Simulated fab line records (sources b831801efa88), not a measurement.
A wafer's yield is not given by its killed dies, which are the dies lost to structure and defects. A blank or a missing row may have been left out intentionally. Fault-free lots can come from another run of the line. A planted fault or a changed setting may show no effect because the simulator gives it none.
Which of the tools did it? | flow gf180mcu | Sampling: 6 lots, 18 wafers, 3 of 602 route steps

== WHAT EACH GAUGE READ, for each wafer ==
GF_V3_THK_MEAS_03.
lot  | measured     | on            | V3_CVD_02_THK (nm)
L136 | day 25 09:50 | film metro-03 | 851 847 854
L138 | day 25 23:34 | film metro-03 | 315 848 331
L141 | day 26 15:53 | film metro-01 | 848 857 851
L143 | day 27 06:02 | film metro-02 | 855 859 865
L145 | day 27 12:05 | film metro-03 | 853 859 883
L149 | day 28 18:07 | film metro-03 | 846 842 864

== EACH LOT AND THE TOOL THAT RAN IT (in order: tool; ch and the chambers of the sampled wafers; start) ==
lot  | GF_M3_SPUTTER_02             | GF_V3_CVD_02
L136 | pvd sputter-04, day 24 11:25 | pecvd-02 ch 0,1,2, day 25 09:46
L138 | pvd sputter-02, day 25 01:04 | pecvd-02 ch 0,2, day 25 23:29
L141 | pvd sputter-02, day 25 18:04 | pecvd-01 ch 1,2, day 26 15:49
L143 | pvd sputter-04, day 26 08:14 | pecvd-03 ch 0,1,2, day 27 05:56
L145 | pvd sputter-02, day 26 14:13 | pecvd-03 ch 0,1,2, day 27 12:01
L149 | pvd sputter-02, day 27 21:01 | pecvd-02 ch 0,1,2, day 28 18:02
- GF_M3_SPUTTER_02: material AlCu, target thk 450 nm, time 23.9 s.
- GF_V3_CVD_02: deposits SiO2 from TEOS, target thk 850 nm, time 94.851 s.

== THE ANSWER, worked out from the rows above alone ==
Rule: what is usual is taken from the lots themselves. The widest of any qualifying gaps counts: lots, ordered by their means at a reading, are off when they make up no more than a third of the lots, leave a main group of 4 or more, and stand apart from it by 3 or more times the standard deviation of that group's means. A main group whose means are all the same, to the digits that the tables above print for the reading, isn't used. Also off: a lot with no number at a reading for which 4 or more lots have one. The other lots that the step has rows for count as sound.
Off: L138, at GF_V3_THK_MEAS_03 (V3_CVD_02_THK). Mean 856 nm and standard deviation 5.8 in the main group.
A tool fits if, at a process step before that reading, it ran every lot that is off, and no sound lot after the first of them. Those tools and the gauges at GF_V3_THK_MEAS_03 are tried in the same way. None of those tried fits.

== WHAT THE SIMULATOR HAD INSERTED ==
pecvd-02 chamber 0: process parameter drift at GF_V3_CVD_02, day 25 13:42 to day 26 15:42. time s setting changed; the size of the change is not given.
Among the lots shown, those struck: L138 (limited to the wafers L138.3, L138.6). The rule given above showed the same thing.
